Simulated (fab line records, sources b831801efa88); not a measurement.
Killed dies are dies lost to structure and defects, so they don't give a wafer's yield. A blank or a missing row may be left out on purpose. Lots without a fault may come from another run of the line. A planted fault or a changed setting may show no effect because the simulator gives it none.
Which tool did it? | flow sfq_line | 15 lots, 45 wafers sampled, at 4 steps of a route of 325

WHAT THE GAUGES READ, wafer by wafer
The record holds no reading of a measuring or inspecting step that can be judged against a usual standard deviation.

WHICH TOOL RAN EACH LOT (tool, then ch and the chambers of the sampled wafers, then the start)
lot  | SFQ_TRILAYER_I3_DEP_PECVD_081   | SFQ_TRILAYER_JJ_CE_STRIP_STRIP_120 | SFQ_TRILAYER_R5_LITHO_DEVELOP_138 | SFQ_TRILAYER_I5_BARC_OPEN_VIA_ETCH_200
L567 | pecvd-01 ch 0,1, day 35 11:04   | rie_metal-01 ch 0,1, day 51 22:52  | litho_track-01 ch 0, day 62 14:52 | rie_diel-04 ch 0,3, day 62 23:41
L572 | pecvd-02 ch 0,1,2, day 41 22:20 | rie_metal-04 ch 0,1, day 55 05:10  | litho_track-03 ch 0, day 65 18:20 | rie_diel-04 ch 0,2, day 70 13:47
L573 | pecvd-03 ch 0,1,2, day 41 23:32 | rie_metal-03 ch 0,1, day 55 07:38  | litho_track-03 ch 0, day 65 23:08 | rie_diel-01 ch 1,3, day 70 17:23
L574 | pecvd-03 ch 0,2, day 43 19:24   | rie_metal-01 ch 1, day 61 09:59    | litho_track-01 ch 0, day 66 12:38 | rie_diel-04 ch 0,2, day 71 00:35
L575 | pecvd-03 ch 0,1,2, day 44 13:01 | rie_metal-01 ch 0,1, day 61 12:23  | litho_track-03, day 66 13:52      | rie_diel-01 ch 1,2,3, day 71 01:47
L576 | pecvd-02 ch 1,2, day 49 15:00   | rie_metal-03 ch 0,1, day 61 14:47  | litho_track-02, day 66 15:04      | rie_diel-03 ch 0,1,3, day 71 04:11
L577 | pecvd-03 ch 0,1,2, day 49 16:59 | rie_metal-01 ch 0,1, day 61 18:35  | litho_track-01, day 66 23:20      | rie_diel-04 ch 0,2, day 71 06:35
L582 | pecvd-03 ch 0,1,2, day 50 11:24 | rie_metal-01 ch 0,1, day 62 09:04  | litho_track-03 ch 0, day 67 21:19 | rie_diel-04 ch 2,3, day 72 00:46
L583 | pecvd-03 ch 0,1,2, day 50 13:50 | rie_metal-04 ch 0,1, day 62 10:11  | litho_track-03 ch 0, day 67 22:32 | rie_diel-01 ch 0,2,3, day 72 01:59
L584 | pecvd-01 ch 0,2, day 50 16:59   | rie_metal-04 ch 0,1, day 62 12:28  | litho_track-01 ch 0, day 71 14:50 | rie_diel-03 ch 0,1,2, day 75 18:59
L585 | pecvd-03 ch 0,1,2, day 50 18:29 | rie_metal-04 ch 0,1, day 62 13:55  | litho_track-01 ch 0, day 71 17:17 | rie_diel-04 ch 0,1,2, day 75 20:13
L586 | pecvd-01 ch 0,1, day 50 19:23   | rie_metal-03 ch 0,1, day 62 14:52  | litho_track-02 ch 0, day 71 19:38 | rie_diel-01 ch 0,1, day 75 21:23
L587 | pecvd-03 ch 0,1,2, day 50 21:47 | rie_metal-03 ch 0,1, day 62 16:04  | litho_track-01 ch 0, day 71 20:49 | rie_diel-03 ch 0,1,2, day 75 23:47
L588 | pecvd-01 ch 0,2, day 50 23:16   | rie_metal-03 ch 0,1, day 62 17:15  | litho_track-01 ch 0, day 71 22:01 | rie_diel-01 ch 2,3, day 76 02:11
L589 | pecvd-02 ch 0,2, day 51 00:11   | rie_metal-04 ch 0,1, day 62 19:05  | litho_track-02 ch 0, day 72 00:25 | rie_diel-04 ch 0,2, day 76 05:47
- SFQ_TRILAYER_I3_DEP_PECVD_081: deposits SiO2 from SiH4/N2O, time 111.11 s, target thk 500 nm.
- SFQ_TRILAYER_JJ_CE_STRIP_STRIP_120: strips in O2.
- SFQ_TRILAYER_R5_LITHO_DEVELOP_138: time 60 s.
- SFQ_TRILAYER_I5_BARC_OPEN_VIA_ETCH_200: etches BARC in O2, target depth 125 nm, time 41.7 s.

WHAT THE TOOLS THEMSELVES READ (means of the sampled wafers that have a number; where no wafer has one, the mark that the record gives instead)
SFQ_TRILAYER_I3_DEP_PECVD_081. Usual: heater_power_w 86 W, standard deviation 11; throttle_valve_pct 24.5 %, standard deviation 1.4.
lot  | tool     | heater_power_w (W) | throttle_valve_pct (%) | flag
L567 | pecvd-01 | 93                 | 24.8                   |
L572 | pecvd-02 | 78                 | 25.3                   |
L573 | pecvd-03 | 82                 | 25.0                   |
L574 | pecvd-03 | 92                 | 24.5                   |
L575 | pecvd-03 | 85                 | 25.0                   |
L576 | pecvd-02 | 69                 | 26.2                   |
L577 | pecvd-03 | 83                 | 25.1                   |
L582 | pecvd-03 | 84                 | 25.1                   |
L583 | pecvd-03 | 89                 | 25.1                   |
L584 | pecvd-01 | 79                 | 22.6                   |
L585 | pecvd-03 | 83                 | 25.0                   |
L586 | pecvd-01 | 90                 | 22.8                   |
L587 | pecvd-03 | 87                 | 25.1                   |
L588 | pecvd-01 | 82                 | 22.9                   |
L589 | pecvd-02 | 85                 | 25.2                   |

SFQ_TRILAYER_JJ_CE_STRIP_STRIP_120. Usual: drypump_motor_current_A 5.89 A, standard deviation 0.3; oes_product_au 0.997 a.u., standard deviation 0.0073.
lot  | tool         | drypump_motor_current_A (A) | oes_product_au (a.u.) | flag
L567 | rie_metal-01 | 5.88                        | 0.996                 |
L572 | rie_metal-04 | 5.86                        | 1.002                 |
L573 | rie_metal-03 | 5.73                        | 0.988                 |
L574 | rie_metal-01 | 5.94                        | 1.000                 |
L575 | rie_metal-01 | 5.82                        | 1.003                 |
L576 | rie_metal-03 | 6.00                        | 0.995                 |
L577 | rie_metal-01 | 5.80                        | 0.995                 |
L582 | rie_metal-01 | 5.87                        | 1.000                 |
L583 | rie_metal-04 | 5.87                        | 0.993                 |
L584 | rie_metal-04 | 5.87                        | 1.009                 |
L585 | rie_metal-04 | 5.86                        | 1.001                 |
L586 | rie_metal-03 | 6.01                        | 0.993                 |
L587 | rie_metal-03 | 5.74                        | 0.991                 |
L588 | rie_metal-03 | 5.73                        | 0.996                 |
L589 | rie_metal-04 | 5.87                        | 1.000                 |

SFQ_TRILAYER_R5_LITHO_DEVELOP_138. Usual: chill_plate_temp_C 22.98 C, standard deviation 0.12; exhaust_pa 45.0 Pa, standard deviation 0.81.
lot  | tool           | chill_plate_temp_C (C) | exhaust_pa (Pa) | flag
L567 | litho_track-01 | 22.94                  | 45.5            |
L572 | litho_track-03 | 22.98                  | 44.5            |
L573 | litho_track-03 | 22.92                  | 45.3            |
L574 | litho_track-01 | 23.05                  | 44.9            |
L575 | litho_track-03 | -                      | -               | OFF
L576 | litho_track-02 | -                      | -               | OFF
L577 | litho_track-01 | -                      | -               | OFF
L582 | litho_track-03 | 22.99                  | 45.2            |
L583 | litho_track-03 | 23.12                  | 45.1            |
L584 | litho_track-01 | 23.06                  | 44.6            |
L585 | litho_track-01 | 22.88                  | 43.9            |
L586 | litho_track-02 | 22.98                  | 45.7            |
L587 | litho_track-01 | 22.91                  | 45.2            |
L588 | litho_track-01 | 22.79                  | 45.4            |
L589 | litho_track-02 | 22.77                  | 45.0            |

SFQ_TRILAYER_I5_BARC_OPEN_VIA_ETCH_200. Usual: drypump_motor_current_A 5.8 A, standard deviation 0.49; oes_product_au 0.686 a.u., standard deviation 0.0045.
lot  | tool        | drypump_motor_current_A (A) | oes_product_au (a.u.) | flag
L567 | rie_diel-04 | 6.2                         | 0.689                 |
L572 | rie_diel-04 | 5.7                         | 0.684                 |
L573 | rie_diel-01 | 6.5                         | 0.685                 |
L574 | rie_diel-04 | 5.6                         | 0.687                 |
L575 | rie_diel-01 | 6.0                         | 0.683                 |
L576 | rie_diel-03 | 5.4                         | 0.690                 |
L577 | rie_diel-04 | 5.5                         | 0.686                 |
L582 | rie_diel-04 | 5.7                         | 0.689                 |
L583 | rie_diel-01 | 5.8                         | 0.690                 |
L584 | rie_diel-03 | 5.9                         | 0.686                 |
L585 | rie_diel-04 | 5.6                         | 0.686                 |
L586 | rie_diel-01 | 6.1                         | 0.687                 |
L587 | rie_diel-03 | 5.9                         | 0.684                 |
L588 | rie_diel-01 | 6.1                         | 0.686                 |
L589 | rie_diel-04 | 5.5                         | 0.682                 |

THE ANSWER, worked out from the rows above alone
Rule: a lot is off if the mean of its wafers that have a number lies more than 3 standard deviations from the usual mean. A lot without any number at a reading at which 4 lots or more have one is off too. The other lots that the step has rows for count as sound. The gauges are gone through in route order, then the tools' own readings, and for those a lot's mean is taken as printed above. The first step at which some lot is off is used, and at that step the reading that is off furthest; a lot without a number counts as furthest.
Off: L575, L576, L577, at SFQ_TRILAYER_R5_LITHO_DEVELOP_138 (chill_plate_temp_C). Without a number there: L575, L576, L577.
A tool fits if, at that step or a process step before it, it ran every lot that is off, and no sound lot after the first of them. None of those tried fits.

WHAT THE SIMULATOR HAD PUT IN
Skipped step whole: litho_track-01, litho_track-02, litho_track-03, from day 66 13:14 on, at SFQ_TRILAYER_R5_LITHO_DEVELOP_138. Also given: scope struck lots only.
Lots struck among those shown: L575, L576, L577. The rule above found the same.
